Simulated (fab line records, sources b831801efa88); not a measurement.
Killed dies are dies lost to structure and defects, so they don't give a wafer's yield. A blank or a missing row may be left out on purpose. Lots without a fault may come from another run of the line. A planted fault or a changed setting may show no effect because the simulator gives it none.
Which tool did it? | flow gf180mcu | 13 lots, 39 wafers sampled, at 4 steps of a route of 602

WHAT THE GAUGES READ, wafer by wafer
GF_MVSD_TW_MEAS_11. Usual: MVSD_TW 1568, standard deviation 13.
lot  | measured    | on            | MVSD_TW        | flag
L520 | day 4 16:23 | film_metro-01 | 1585 1581 1582 |
L521 | day 4 22:19 | film_metro-01 | 1594 1586 1584 |
L522 | day 5 02:20 | film_metro-04 | 1560 1555 1562 |
L524 | day 5 14:49 | film_metro-01 | 1573 1578 1580 |
L525 | day 5 20:29 | film_metro-01 | 1581 1585 1570 |
L528 | day 6 16:25 | film_metro-03 | 30 29 30       | OFF
L535 | day 8 07:29 | film_metro-01 | 1582 1588 1583 |
L536 | day 8 14:29 | film_metro-03 | 1561 1561 1565 |
L537 | day 8 18:40 | film_metro-03 | 1561 1566 1557 |
L538 | day 9 01:03 | film_metro-04 | 1572 1560 1571 |
L539 | day 9 09:07 | film_metro-01 | 1593 1590 1591 |
L541 | day 9 19:40 | film_metro-03 | 1553 1557 1568 |
L542 | day 9 23:34 | film_metro-01 | 1592 1585 1587 |

WHICH TOOL RAN EACH LOT (tool, then ch and the chambers of the sampled wafers, then the start)
lot  | GF_NWELL_STRIP_10                   | GF_LVPWELL_STRIP_10                 | GF_MVSD_STRIP_10
L520 | plasma_asher-02 ch 0,1, day 3 12:55 | plasma_asher-04 ch 0,1, day 4 02:23 | plasma_asher-04 ch 0,1, day 4 16:17
L521 | plasma_asher-02 ch 0, day 3 19:04   | plasma_asher-04 ch 0,1, day 4 08:16 | plasma_asher-02 ch 0,1, day 4 22:13
L522 | plasma_asher-03 ch 0,1, day 3 22:46 | plasma_asher-01 ch 0,1, day 4 12:04 | plasma_asher-04 ch 0,1, day 5 02:14
L524 | plasma_asher-01 ch 0,1, day 4 10:13 | plasma_asher-04 ch 0,1, day 5 00:34 | plasma_asher-04 ch 0,1, day 5 14:43
L525 | plasma_asher-01 ch 0,1, day 4 15:55 | plasma_asher-01 ch 0,1, day 5 05:41 | plasma_asher-02 ch 0,1, day 5 20:23
L528 | plasma_asher-01 ch 0,1, day 5 10:25 | plasma_asher-01 ch 0,1, day 6 01:07 | plasma_asher-01 ch 0,1, day 6 16:19
L535 | plasma_asher-01 ch 1, day 6 23:13   | plasma_asher-04 ch 0, day 7 15:25   | plasma_asher-04 ch 0,1, day 8 07:23
L536 | plasma_asher-03 ch 0,1, day 7 05:52 | plasma_asher-04 ch 0, day 7 21:58   | plasma_asher-02 ch 0, day 8 14:23
L537 | plasma_asher-03 ch 0, day 7 09:19   | plasma_asher-04 ch 0,1, day 8 01:28 | plasma_asher-01 ch 1, day 8 18:34
L538 | plasma_asher-01 ch 0,1, day 7 16:04 | plasma_asher-04 ch 0,1, day 8 08:44 | plasma_asher-04 ch 0,1, day 9 00:57
L539 | plasma_asher-02 ch 0,1, day 7 23:49 | plasma_asher-01 ch 0,1, day 8 16:01 | plasma_asher-02 ch 0,1, day 9 09:01
L541 | plasma_asher-02 ch 0,1, day 8 08:49 | plasma_asher-04 ch 0,1, day 9 01:49 | plasma_asher-04 ch 0,1, day 9 19:34
L542 | plasma_asher-01 ch 0,1, day 8 13:01 | plasma_asher-01 ch 0,1, day 9 06:04 | plasma_asher-04 ch 0,1, day 9 23:28
- GF_NWELL_STRIP_10: strips in O2/N2.
- GF_LVPWELL_STRIP_10: strips in O2/N2.
- GF_MVSD_STRIP_10: strips in O2/N2.

WHAT THE TOOLS THEMSELVES READ (means of the sampled wafers that have a number; where no wafer has one, the mark that the record gives instead)
GF_NWELL_STRIP_10. Usual: drypump_motor_current_A 6.0 A, standard deviation 0.43; heater_power_w 303 W, standard deviation 52; oes_product_au 0.722 a.u., standard deviation 0.0049; strip_time_to_endpoint_s 36.96 s, standard deviation 0.1.
lot  | tool            | drypump_motor_current_A (A) | heater_power_w (W) | oes_product_au (a.u.) | strip_time_to_endpoint_s (s) | flag
L520 | plasma_asher-02 | 5.9                         | 378                | 0.726                 | 36.95                        |
L521 | plasma_asher-02 | 5.3                         | 310                | 0.728                 | 37.01                        |
L522 | plasma_asher-03 | 5.4                         | 311                | 0.716                 | 37.01                        |
L524 | plasma_asher-01 | 6.1                         | 298                | 0.724                 | 37.05                        |
L525 | plasma_asher-01 | 6.2                         | 271                | 0.716                 | 36.90                        |
L528 | plasma_asher-01 | 6.1                         | 298                | 0.718                 | 36.98                        |
L535 | plasma_asher-01 | 6.0                         | 321                | 0.723                 | 36.96                        |
L536 | plasma_asher-03 | 5.4                         | 313                | 0.726                 | 37.21                        |
L537 | plasma_asher-03 | 5.7                         | 309                | 0.724                 | 37.05                        |
L538 | plasma_asher-01 | 6.3                         | 272                | 0.727                 | 37.05                        |
L539 | plasma_asher-02 | 5.7                         | 344                | 0.720                 | 36.89                        |
L541 | plasma_asher-02 | 5.9                         | 379                | 0.726                 | 36.80                        |
L542 | plasma_asher-01 | 6.3                         | 271                | 0.725                 | 36.91                        |

GF_LVPWELL_STRIP_10. Usual: drypump_motor_current_A 5.9 A, standard deviation 0.37; heater_power_w 314 W, standard deviation 50; oes_product_au 0.723 a.u., standard deviation 0.0052; strip_time_to_endpoint_s 36.94 s, standard deviation 0.11.
lot  | tool            | drypump_motor_current_A (A) | heater_power_w (W) | oes_product_au (a.u.) | strip_time_to_endpoint_s (s) | flag
L520 | plasma_asher-04 | 6.0                         | 307                | 0.725                 | 37.04                        |
L521 | plasma_asher-04 | 6.0                         | 348                | 0.719                 | 36.94                        |
L522 | plasma_asher-01 | 6.3                         | 274                | 0.723                 | 36.93                        |
L524 | plasma_asher-04 | 6.0                         | 317                | 0.724                 | 36.81                        |
L525 | plasma_asher-01 | 6.1                         | 291                | 0.723                 | 37.07                        |
L528 | plasma_asher-01 | 6.3                         | 271                | 0.936                 | -                            | OFF
L535 | plasma_asher-04 | 6.0                         | 274                | 0.720                 | 36.99                        |
L536 | plasma_asher-04 | 6.1                         | 274                | 0.724                 | 36.96                        |
L537 | plasma_asher-04 | 6.0                         | 357                | 0.725                 | 37.02                        |
L538 | plasma_asher-04 | 6.0                         | 311                | 0.726                 | 36.87                        |
L539 | plasma_asher-01 | 6.3                         | 270                | 0.721                 | 36.89                        |
L541 | plasma_asher-04 | 6.0                         | 313                | 0.725                 | 37.00                        |
L542 | plasma_asher-01 | 6.3                         | 267                | 0.718                 | 36.90                        |

GF_MVSD_STRIP_10. Usual: drypump_motor_current_A 6.0 A, standard deviation 0.31; heater_power_w 326 W, standard deviation 59; oes_product_au 0.723 a.u., standard deviation 0.0044; strip_time_to_endpoint_s 36.91 s, standard deviation 0.12.
lot  | tool            | drypump_motor_current_A (A) | heater_power_w (W) | oes_product_au (a.u.) | strip_time_to_endpoint_s (s) | flag
L520 | plasma_asher-04 | 6.0                         | 349                | 0.720                 | 36.95                        |
L521 | plasma_asher-02 | 5.6                         | 347                | 0.722                 | 36.99                        |
L522 | plasma_asher-04 | 6.0                         | 310                | 0.719                 | 36.92                        |
L524 | plasma_asher-04 | 6.0                         | 345                | 0.725                 | 36.93                        |
L525 | plasma_asher-02 | 5.9                         | 381                | 0.723                 | 37.04                        |
L528 | plasma_asher-01 | 6.1                         | 294                | 0.729                 | 60.35                        | OFF
L535 | plasma_asher-04 | 6.0                         | 315                | 0.721                 | 37.03                        |
L536 | plasma_asher-02 | 5.3                         | 312                | 0.726                 | 36.96                        |
L537 | plasma_asher-01 | 6.0                         | 323                | 0.724                 | 37.11                        |
L538 | plasma_asher-04 | 6.1                         | 347                | 0.722                 | 36.84                        |
L539 | plasma_asher-02 | 5.6                         | 347                | 0.723                 | 36.73                        |
L541 | plasma_asher-04 | 6.0                         | 345                | 0.721                 | 36.67                        |
L542 | plasma_asher-04 | 6.0                         | 311                | 0.723                 | 36.77                        |

THE ANSWER, worked out from the rows above alone
Rule: a lot is off if the mean of its wafers that have a number lies more than 3 standard deviations from the usual mean. A lot without any number at a reading at which 4 lots or more have one is off too. The other lots that the step has rows for count as sound. The gauges are gone through in route order, then the tools' own readings, and for those a lot's mean is taken as printed above. The first step at which some lot is off is used, and at that step the reading that is off furthest; a lot without a number counts as furthest.
Off: L528, at GF_MVSD_TW_MEAS_11 (MVSD_TW).
A tool fits if, at a process step before that reading, it ran every lot that is off, and no sound lot after the first of them. The gauges at GF_MVSD_TW_MEAS_11 aren't tried: what is off there is off at GF_LVPWELL_STRIP_10 too, on other tools, and a gauge's error can't cause that. None of those tried fits.

WHAT THE SIMULATOR HAD PUT IN
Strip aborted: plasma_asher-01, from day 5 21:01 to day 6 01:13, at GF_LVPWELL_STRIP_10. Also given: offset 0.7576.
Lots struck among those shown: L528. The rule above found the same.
